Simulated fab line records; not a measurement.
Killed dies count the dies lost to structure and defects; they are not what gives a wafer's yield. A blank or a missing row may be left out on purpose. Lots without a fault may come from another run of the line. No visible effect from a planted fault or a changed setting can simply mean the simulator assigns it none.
What tool caused it? -- flow sky130 -- 15 lots, 45 wafers sampled, at 4 steps of a route of 708

## WHAT EACH GAUGE READ, for each wafer
Not one reading of a measure or inspect step in the record can be checked against a usual standard deviation.

## WHAT TOOL EACH LOT RAN ON (gives the tool, then ch and the chambers of the sampled wafers, and finally the start)
lot,SKY_METAL4_SPUTTER_00,SKY_METAL4_SPUTTER_01,SKY_METAL4_PEB_11,SKY_METAL4_DESCUM_15
L535,"pvd-sputter-03, day 39 19:47","pvd-sputter-03, day 39 19:49","litho-track-03 ch 0, day 41 21:00","rie-metal-02 ch 0,1, day 41 21:34"
L537,"pvd-sputter-03, day 40 01:41","pvd-sputter-03, day 40 01:43","litho-track-01 ch 0, day 42 02:00","rie-metal-04 ch 0,1, day 42 02:47"
L539,"pvd-sputter-03, day 40 03:44","pvd-sputter-03, day 40 03:46","litho-track-01 ch 0, day 42 04:00","rie-metal-04 ch 0,1, day 42 04:38"
L538,"pvd-sputter-04, day 40 14:17","pvd-sputter-04, day 40 14:19","litho-track-01 ch 0, day 42 14:00","rie-metal-04 ch 0,1, day 42 15:17"
L546,"pvd-sputter-01, day 42 13:21","pvd-sputter-01, day 42 13:22","litho-track-01, day 44 11:00","rie-metal-03 ch 0,1, day 44 11:59"
L547,"pvd-sputter-01, day 42 20:02","pvd-sputter-01, day 42 20:04","litho-track-01, day 44 18:00","rie-metal-04 ch 0,1, day 44 18:56"
L548,"pvd-sputter-04, day 43 06:43","pvd-sputter-04, day 43 06:44","litho-track-03, day 45 03:00","rie-metal-03 ch 0,1, day 45 03:43"
L551,"pvd-sputter-04, day 44 14:52","pvd-sputter-04, day 44 14:53","litho-track-01 ch 0, day 46 10:00","rie-metal-03 ch 0,1, day 46 11:20"
L552,"pvd-sputter-01, day 44 15:38","pvd-sputter-01, day 44 15:40","litho-track-02 ch 0, day 46 10:00","rie-metal-04 ch 0,1, day 46 10:55"
L553,"pvd-sputter-04, day 44 15:59","pvd-sputter-04, day 44 16:00","litho-track-01 ch 0, day 46 11:00","rie-metal-03 ch 0,1, day 46 11:41"
L554,"pvd-sputter-01, day 44 20:56","pvd-sputter-01, day 44 20:58","litho-track-03 ch 0, day 46 14:00","rie-metal-04 ch 0,1, day 46 14:49"
L555,"pvd-sputter-03, day 44 23:49","pvd-sputter-03, day 44 23:50","litho-track-02 ch 0, day 46 18:00","rie-metal-02 ch 0,1, day 46 18:31"
L556,"pvd-sputter-04, day 45 10:57","pvd-sputter-04, day 45 10:59","litho-track-03 ch 0, day 47 03:00","rie-metal-02 ch 0,1, day 47 04:22"
L557,"pvd-sputter-01, day 45 16:02","pvd-sputter-01, day 45 16:04","litho-track-03 ch 0, day 47 09:00","rie-metal-03 ch 0,1, day 47 09:43"
L558,"pvd-sputter-01, day 46 05:47","pvd-sputter-01, day 46 05:48","litho-track-03 ch 0, day 47 22:00","rie-metal-03 ch 0,1, day 47 22:32"
- SKY_METAL4_SPUTTER_00: material Ti, target thk 15 nm, time 10 s.
- SKY_METAL4_SPUTTER_01: material TiN, target thk 20 nm, time 16.7 s.
- SKY_METAL4_PEB_11
- SKY_METAL4_DESCUM_15: chemistry O2, time 8 s.

## WHAT THE TOOLS THEMSELVES READ (means of the sampled wafers that have a number; where no wafer has one, the mark that the record gives instead)
SKY_METAL4_SPUTTER_00.
lot,tool,throttle-valve-pct (%)
L535,pvd-sputter-03,31.4
L537,pvd-sputter-03,30.0
L539,pvd-sputter-03,30.6
L538,pvd-sputter-04,29.3
L546,pvd-sputter-01,31.6
L547,pvd-sputter-01,32.5
L548,pvd-sputter-04,29.8
L551,pvd-sputter-04,30.2
L552,pvd-sputter-01,32.4
L553,pvd-sputter-04,29.9
L554,pvd-sputter-01,32.6
L555,pvd-sputter-03,30.3
L556,pvd-sputter-04,29.8
L557,pvd-sputter-01,30.6
L558,pvd-sputter-01,31.7

SKY_METAL4_SPUTTER_01.
lot,tool,throttle-valve-pct (%)
L535,pvd-sputter-03,31.4
L537,pvd-sputter-03,29.9
L539,pvd-sputter-03,30.5
L538,pvd-sputter-04,29.1
L546,pvd-sputter-01,31.5
L547,pvd-sputter-01,32.3
L548,pvd-sputter-04,29.9
L551,pvd-sputter-04,30.2
L552,pvd-sputter-01,32.5
L553,pvd-sputter-04,29.9
L554,pvd-sputter-01,32.7
L555,pvd-sputter-03,30.2
L556,pvd-sputter-04,29.7
L557,pvd-sputter-01,30.6
L558,pvd-sputter-01,31.7

SKY_METAL4_PEB_11.
lot,tool,exhaust-pa (Pa)
L535,litho-track-03,44.5
L537,litho-track-01,44.9
L539,litho-track-01,45.4
L538,litho-track-01,45.5
L546,litho-track-01,-
L547,litho-track-01,-
L548,litho-track-03,-
L551,litho-track-01,44.4
L552,litho-track-02,45.2
L553,litho-track-01,44.5
L554,litho-track-03,44.6
L555,litho-track-02,43.4
L556,litho-track-03,45.2
L557,litho-track-03,45.4
L558,litho-track-03,45.4

SKY_METAL4_DESCUM_15.
lot,tool,drypump-motor-current-A (A),oes-product-au (a.u.)
L535,rie-metal-02,5.8,0.993
L537,rie-metal-04,6.4,1.004
L539,rie-metal-04,6.2,1.010
L538,rie-metal-04,6.2,1.001
L546,rie-metal-03,5.7,0.997
L547,rie-metal-04,6.5,0.991
L548,rie-metal-03,5.8,0.998
L551,rie-metal-03,5.7,0.996
L552,rie-metal-04,6.4,0.999
L553,rie-metal-03,5.7,0.994
L554,rie-metal-04,6.2,1.009
L555,rie-metal-02,5.9,0.996
L556,rie-metal-02,5.8,0.999
L557,rie-metal-03,5.7,1.010
L558,rie-metal-03,5.7,1.008

## THE ANSWER, worked out from the rows above alone
Rule: the lots themselves supply what counts as usual. Put in order of their means at a reading, lots are off if they are a third of the lots or fewer, leave a main group of 4 or more, and stand apart from it by a gap of 3 or more times the standard deviation of the main group's means; of several such gaps the widest counts. The tables above print the reading to a certain number of digits; a main group whose means all agree to those digits is not used. Also off: a lot with no number at a reading for which 4 or more lots have one. Where the step has rows for the other lots, those lots are counted as sound. After the gauges, taken in route order, come the tools' own readings; for these a lot's mean is taken, as printed above. At the first step where some lot is off, the reading lying furthest off is the one used; lots without a number count as furthest.
Off, at SKY_METAL4_PEB_11 on exhaust-pa: L546, L547, L548. Without a number there: L546, L547, L548. Main group: mean 44.9 Pa, sd 0.59.
A tool fits if, at that step or a process step before it, it ran every lot that is off, and no sound lot after the first of them. None of those tried fits.

## WHAT THE SIMULATOR PUT IN
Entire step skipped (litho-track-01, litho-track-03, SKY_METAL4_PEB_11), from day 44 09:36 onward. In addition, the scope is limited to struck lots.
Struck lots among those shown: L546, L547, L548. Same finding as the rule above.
